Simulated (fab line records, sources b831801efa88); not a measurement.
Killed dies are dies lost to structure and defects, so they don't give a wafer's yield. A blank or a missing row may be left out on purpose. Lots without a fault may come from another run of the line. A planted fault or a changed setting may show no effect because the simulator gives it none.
Which tool did it? | flow gf180mcu | 12 lots, 36 wafers sampled, at 2 steps of a route of 602

WHAT THE GAUGES READ, wafer by wafer
GF_V2_BOW_MEAS_05.
lot  | measured     | on            | V2_BOW (um)
L075 | day 19 07:43 | film_metro-02 | 102 87 83
L077 | day 20 04:27 | film_metro-01 | 78 96 95
L079 | day 21 04:28 | film_metro-04 | 97 101 97
L081 | day 21 20:26 | film_metro-04 | 108 106 96
L083 | day 22 12:53 | film_metro-01 | 111 91 101
L085 | day 23 11:09 | film_metro-04 | 96 96 85
L087 | day 23 20:37 | film_metro-04 | 89 115 95
L090 | day 25 02:34 | film_metro-02 | 84 104 92
L091 | day 25 15:32 | film_metro-04 | 103 104 105
L093 | day 26 01:19 | film_metro-01 | 102 95 114
L095 | day 26 09:33 | film_metro-04 | 101 105 95
L097 | day 27 00:22 | film_metro-04 | 104 98 106

WHICH TOOL RAN EACH LOT (tool, then ch and the chambers of the sampled wafers, then the start)
lot  | GF_V1_CMP_26
L075 | cmp-02 ch 1,3, day 18 06:10
L077 | cmp-01 ch 1,2,3, day 19 02:26
L079 | cmp-01 ch 1,2,3, day 20 02:58
L081 | cmp-01 ch 0,2,3, day 20 18:59
L083 | cmp-02 ch 0,1,3, day 21 11:50
L085 | cmp-02 ch 0,1,2, day 22 11:04
L087 | cmp-02 ch 1,2,3, day 22 20:10
L090 | cmp-02 ch 0,1,3, day 24 01:28
L091 | cmp-01 ch 0,1,3, day 24 15:46
L093 | cmp-01 ch 0,2,3, day 25 02:04
L095 | cmp-01 ch 0,1, day 25 10:25
L097 | cmp-01 ch 0,3, day 26 01:54
- GF_V1_CMP_26: polishes, stops on SiO2, t overpolish 15 s, target thk 0 nm.

THE ANSWER, worked out from the rows above alone
Rule: what is usual is taken from the lots themselves. Put in order of their means at a reading, lots are off if they are a third of the lots or fewer, leave a main group of 4 or more, and stand apart from it by a gap of 3 or more times the standard deviation of the main group's means; of several such gaps the widest counts. A main group whose means are all the same, to the digits that the tables above print for the reading, isn't used. A lot without any number at a reading at which 4 lots or more have one is off too. The other lots that the step has rows for count as sound.
No lot is off at any reading shown: from this, nothing can be told.

WHAT THE SIMULATOR HAD PUT IN
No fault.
